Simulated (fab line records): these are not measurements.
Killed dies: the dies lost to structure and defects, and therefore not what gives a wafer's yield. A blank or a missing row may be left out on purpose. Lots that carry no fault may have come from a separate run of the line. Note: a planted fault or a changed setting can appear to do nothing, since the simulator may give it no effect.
A struck lot beside a sound one | flow sky130 | 20 steps out of a route of 708
Sound: wafers L212.2, L212.4, L212.6. Wafers L231.2, L231.5, L231.6 were the ones struck. At the end, the cause is stated.
Order at every step that has rows: each side's tool, ch and its chambers, its first start. Under that, the readings that differ: sound wafers | struck wafers | difference of the means | sigmas: that difference in standard deviations of wafers without a fault.
alike: readings whose means differ by less than 2 such deviations, and words and numbers that are the same on both sides. not compared: withheld readings, readings that some wafer has no value for, bounds like >300 that may hide the same value, and numbers for which the record gives no deviation and whose values overlap.
A row with sigmas, a row that says differs or no value, or rows on one side alone: a step with any of these is where the two part. When numbers do not overlap yet have no deviation, they are printed without sigmas and do not part them. Lack of a reading on every wafer of one side parts them only where that side has two or more wafers.

SKY_POLY_GATE_CD_MEAS_22:
  sound: cdSem-01 at day 16 20:40; struck: cdSem-01 at day 23 12:47
  alike: cdNm
then, 7 steps without rows for these wafers: SKY_LDD_N_DEHYDRATE_00 (time 60 s); SKY_LDD_N_HMDS_01 (prime time 60 s); SKY_LDD_N_COAT_02 (resist thk 300 nm); SKY_LDD_N_SOFTBAKE_03 (time 60 s); SKY_LDD_N_EXPOSE_04 (exposes mask NTM, target cd 840 nm); SKY_LDD_N_PEB_05; SKY_LDD_N_DEVELOP_06 (develop time 60 s).
SKY_LDD_N_OVL_MEAS_07:
  sound: overlay-02 at day 18 01:40; struck: overlay-01 at day 24 18:16
  alike: LDD_N_OVL
then, 3 steps without rows for these wafers: SKY_LDD_N_IMPLANT_08; SKY_LDD_N_IMPLANT_09; SKY_LDD_N_IMPLANT_10.
SKY_LDD_N_IMPLANT_11:
  sound on implanter-01 ch 0, day 18 02:11; struck on implanter-02 ch 0, day 24 18:47
reading          | sound                         | struck                           | difference  | sigmas
beamOnS (s)      | 10.04 9.86 10.11              | 12.25 11.83 12.26                | +2.11       | +10
doseIonsCm2      | 7.517e+13 7.514e+13 7.524e+13 | 1.2151e+14 1.2167e+14 1.2151e+14 | +4.6380e+13 | +99 or more
faradayCurrentUA | 420 433 417                   | 563 579 558                      | +143        | +16
then, 4 steps without rows for these wafers: SKY_LDD_N_IMPLANT_12; SKY_LDD_N_IMPLANT_13; SKY_LDD_N_IMPLANT_14; SKY_LDD_N_IMPLANT_15.
SKY_LDD_N_STRIP_16: strips in O2/N2.
  sound on plasmaAsher-03 ch 0,1, day 18 02:54; struck on plasmaAsher-04 ch 0,1, day 24 19:30
reading                  | sound             | struck            | difference | sigmas
stripTimeToEndpointS (s) | 4.311 4.314 4.312 | 4.437 4.442 4.430 | +0.124     | +8
  alike: drypumpMotorCurrentA, oesProductAu
  not compared: rfHoursCounterH
SKY_LDD_N_TW_MEAS_17:
  sound: filmMetro-02 at day 18 03:01; struck: filmMetro-04 at day 24 19:50
reading  | sound          | struck         | difference | sigmas
LDD_N_TW | 2624 2602 2593 | 2685 2689 2683 | +79        | +4
  not compared: hold
-- record jumps: 26 days separate the struck wafers' starts on either side; left off in module LDD_N, taken up again in module PAD_OPEN, whose first shown step is the route's number 708 --
SKY_PAD_OPEN_PROBE_99:
  sound: prober-02 at day 45 22:30; struck: prober-02 at day 50 08:33
reading                  | sound             | struck            | difference | sigmas
model.etest.tipN.rsOhmSq | 441.2 436.1 431.8 | 404.6 404.1 402.1 | -32.8      | 
  alike: killed_at_M0_to_M3, killed_at_M4_up, killedAtContacts, killedAtFrontEnd, killedAtOther, killedDies, killedOpen, killedShort

WHERE THEY PART
First at SKY_LDD_N_IMPLANT_11; last, within this record, at SKY_LDD_N_TW_MEAS_17. Later steps at which nothing parts them and some readings are alike: SKY_PAD_OPEN_PROBE_99.

WHY: what had been put in by the simulator
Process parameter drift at SKY_LDD_N_IMPLANT_11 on implanter-02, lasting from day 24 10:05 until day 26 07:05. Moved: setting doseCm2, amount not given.
